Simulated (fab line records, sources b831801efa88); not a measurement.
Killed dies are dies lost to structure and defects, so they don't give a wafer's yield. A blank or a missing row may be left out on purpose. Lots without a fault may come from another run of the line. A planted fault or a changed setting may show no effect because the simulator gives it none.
Which tool did it? | flow sky130 | 10 lots, 30 wafers sampled, at 4 steps of a route of 708

WHAT THE GAUGES READ, wafer by wafer
SKY_METAL4_OVL_MEAS_14.
lot  | measured     | on         | METAL4_OVL (nm)
L212 | day 41 21:51 | overlay-02 | 13 6 -1
L213 | day 42 18:24 | overlay-02 | 3 -1 4
L219 | day 44 10:56 | overlay-02 | 4 2 -3
L220 | day 44 12:53 | overlay-01 | 2 9 4
L221 | day 45 00:44 | overlay-01 | -4 0 -7
L229 | day 47 15:40 | overlay-02 | 3 4 4
L230 | day 47 19:16 | overlay-02 | 3 -4 2
L231 | day 48 02:13 | overlay-01 | -2 -6 -3
L232 | day 48 03:27 | overlay-02 | -3 -7 -11
L235 | day 48 10:50 | overlay-02 | 1 -2 -1

SKY_PASSIVATION_THK_MEAS_03.
lot  | measured     | on            | PASSIVATION_CVD_02_THK (nm)
L212 | day 44 01:12 | film_metro-01 | 533 539 549
L213 | day 44 20:16 | film_metro-02 | 547 546 546
L219 | day 46 10:34 | film_metro-01 | 499 545 542
L220 | day 46 11:58 | film_metro-04 | 533 512 521
L221 | day 46 22:00 | film_metro-04 | 533 513 547
L229 | day 49 10:18 | film_metro-04 | 537 544 547
L230 | day 49 13:15 | film_metro-04 | 534 531 543
L231 | day 49 19:27 | film_metro-04 | 536 537 535
L232 | day 49 19:49 | film_metro-04 | 529 532 544
L235 | day 50 03:09 | film_metro-02 | 532 547 545

WHICH TOOL RAN EACH LOT (tool, then ch and the chambers of the sampled wafers, then the start)
lot  | SKY_METAL5_DESCUM_14              | SKY_PASSIVATION_CVD_02
L212 | rie_metal-01 ch 0,1, day 44 00:01 | pecvd-03 ch 0,1,2, day 44 00:58
L213 | rie_metal-02 ch 0,1, day 44 19:05 | pecvd-01 ch 1,2, day 44 20:02
L219 | rie_metal-01 ch 0,1, day 46 09:21 | pecvd-03 ch 0,1,2, day 46 10:19
L220 | rie_metal-02 ch 0, day 46 10:47   | pecvd-03 ch 0,2, day 46 11:44
L221 | rie_metal-02 ch 0,1, day 46 20:47 | pecvd-03 ch 0,1, day 46 21:46
L229 | rie_metal-02 ch 0,1, day 49 09:08 | pecvd-01 ch 0,1, day 49 10:05
L230 | rie_metal-03 ch 0,1, day 49 12:02 | pecvd-01 ch 0,2, day 49 13:01
L231 | rie_metal-01 ch 0,1, day 49 18:14 | pecvd-03 ch 0,1,2, day 49 19:13
L232 | rie_metal-02 ch 0,1, day 49 18:38 | pecvd-04 ch 1,2, day 49 19:35
L235 | rie_metal-02 ch 0,1, day 50 01:59 | pecvd-04 ch 1,2, day 50 02:55
- SKY_METAL5_DESCUM_14: chemistry O2, time 11 s.
- SKY_PASSIVATION_CVD_02: deposits Si3N4, target thk 540 nm.

WHAT THE TOOLS THEMSELVES READ (means of the sampled wafers that have a number; where no wafer has one, the mark that the record gives instead)
SKY_METAL5_DESCUM_14.
lot  | tool         | drypump_motor_current_A (A) | oes_product_au (a.u.)
L212 | rie_metal-01 | 5.8                         | 1.005
L213 | rie_metal-02 | 5.8                         | 1.003
L219 | rie_metal-01 | 5.4                         | 0.999
L220 | rie_metal-02 | 6.0                         | 1.002
L221 | rie_metal-02 | 5.8                         | 1.007
L229 | rie_metal-02 | 5.5                         | 1.009
L230 | rie_metal-03 | 5.4                         | 1.005
L231 | rie_metal-01 | 5.8                         | 0.996
L232 | rie_metal-02 | 5.5                         | 1.001
L235 | rie_metal-02 | 5.5                         | 1.007

SKY_PASSIVATION_CVD_02.
lot  | tool     | heater_power_w (W)
L212 | pecvd-03 | 609
L213 | pecvd-01 | 584
L219 | pecvd-03 | 692
L220 | pecvd-03 | 685
L221 | pecvd-03 | 652
L229 | pecvd-01 | 693
L230 | pecvd-01 | 712
L231 | pecvd-03 | 671
L232 | pecvd-04 | 652
L235 | pecvd-04 | 717

THE ANSWER, worked out from the rows above alone
Rule: what is usual is taken from the lots themselves. Put in order of their means at a reading, lots are off if they are a third of the lots or fewer, leave a main group of 4 or more, and stand apart from it by a gap of 3 or more times the standard deviation of the main group's means; of several such gaps the widest counts. A main group whose means are all the same, to the digits that the tables above print for the reading, isn't used. A lot without any number at a reading at which 4 lots or more have one is off too. The other lots that the step has rows for count as sound. The gauges are gone through in route order, then the tools' own readings, and for those a lot's mean is taken as printed above. The first step at which some lot is off is used, and at that step the reading that is off furthest; a lot without a number counts as furthest.
No lot is off at any reading shown: from this, nothing can be told.

WHAT THE SIMULATOR HAD PUT IN
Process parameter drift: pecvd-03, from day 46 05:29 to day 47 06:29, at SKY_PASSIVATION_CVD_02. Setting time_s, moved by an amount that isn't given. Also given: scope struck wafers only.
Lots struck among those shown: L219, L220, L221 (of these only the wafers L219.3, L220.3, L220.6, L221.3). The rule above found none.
